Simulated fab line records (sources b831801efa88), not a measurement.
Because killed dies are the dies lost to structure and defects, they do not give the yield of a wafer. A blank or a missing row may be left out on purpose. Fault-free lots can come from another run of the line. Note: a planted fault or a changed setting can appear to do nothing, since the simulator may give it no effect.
2 desks looking at one fault    flow gf180mcu    numbers are kept per desk, each desk with only its own; the story behind them comes last

## FOR THE TOOL OWNER'S DESK: lpcvd-02
The tool's own readings at GF_POLY_GATE_CVD_00 (deposits poly-Si, target thk 200 nm, time 1200 s): means of the sampled wafers that have a number, for each lot that ran on this tool. A lot is out of limits, marked OUT, if its mean lies more than 4 standard deviations from the usual mean; the brackets give that distance.
Columns: A = spike_tc_bottom_C at GF_POLY_GATE_CVD_00, usual 640.3 C; B = susceptor_temp_C at GF_POLY_GATE_CVD_00, usual 620.06 C; C = zone_power_lower_pct at GF_POLY_GATE_CVD_00, usual 8.6 %
lot   first seen here  A      B       C
L888  day 9 09:32      640.5  620.13  8.3
L890  day 9 21:32      640.3  620.19  9.8
L892  day 10 15:10     639.7  620.04  8.2
L900  day 12 19:04     640.0  620.24  8.2
L901  day 13 01:55     640.7  620.14  8.2
L902  day 13 10:25     639.2  619.73  8.2
L903  day 13 20:16     638.7  620.28  8.2
This desk's verdict: no lot among the 7 shows anything out of limits.

## METROLOGY DESK
What the gauges read, lot by lot, whatever tool the lot ran on: means of the sampled wafers that have a number. A lot is out of limits, marked OUT, if its mean lies more than 4 standard deviations from the usual mean; the brackets give that distance.
Columns: A = POLY_GATE_CVD_00_THK at GF_POLY_GATE_THK_MEAS_01, usual 200.6 nm; B = M2_OVL at GF_M2_OVL_MEAS_15, usual -1 nm
lot   first seen here  A                B
L888  day 9 10:53      200.0            -1
L889  day 9 14:41      202.3            -3
L890  day 9 22:53      199.5            -1
L892  day 10 16:30     196.4            4
L894  day 11 02:59     204.8            3
L900  day 12 20:25     156.1 (-23) OUT  -4
L901  day 13 03:16     156.7 (-23) OUT  -4
L902  day 13 11:44     155.8 (-24) OUT  10
L903  day 13 21:37     157.9 (-22) OUT  -7
L907  day 14 21:52     200.0            -2
L908  day 15 08:26     199.9            -6
Finding of this desk: L900, L901, L902, L903 out of limits, first seen on L900 at day 12 20:25 (POLY_GATE_CVD_00_THK at GF_POLY_GATE_THK_MEAS_01). Within limits: L888, L889, L890, L892, L894, L907, L908.

## ALL TOGETHER
An alarm was possible from the metrology desk at day 12 20:25, on L900, L901, L902, L903.
Nothing out of limits was seen by the tool owner's desk.
The tool owner's desk has L900, L901, L902, L903 on record, within its limits.
Of the lots named, all ran GF_POLY_GATE_CVD_00 on lpcvd-02.

## WHAT THE SIMULATOR HAD INSERTED
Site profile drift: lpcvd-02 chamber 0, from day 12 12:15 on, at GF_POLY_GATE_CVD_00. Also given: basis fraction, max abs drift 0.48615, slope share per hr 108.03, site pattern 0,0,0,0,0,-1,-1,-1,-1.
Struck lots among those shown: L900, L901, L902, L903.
Hours from the fault's start to each desk's first reading out of limits: the metrology desk, 8.
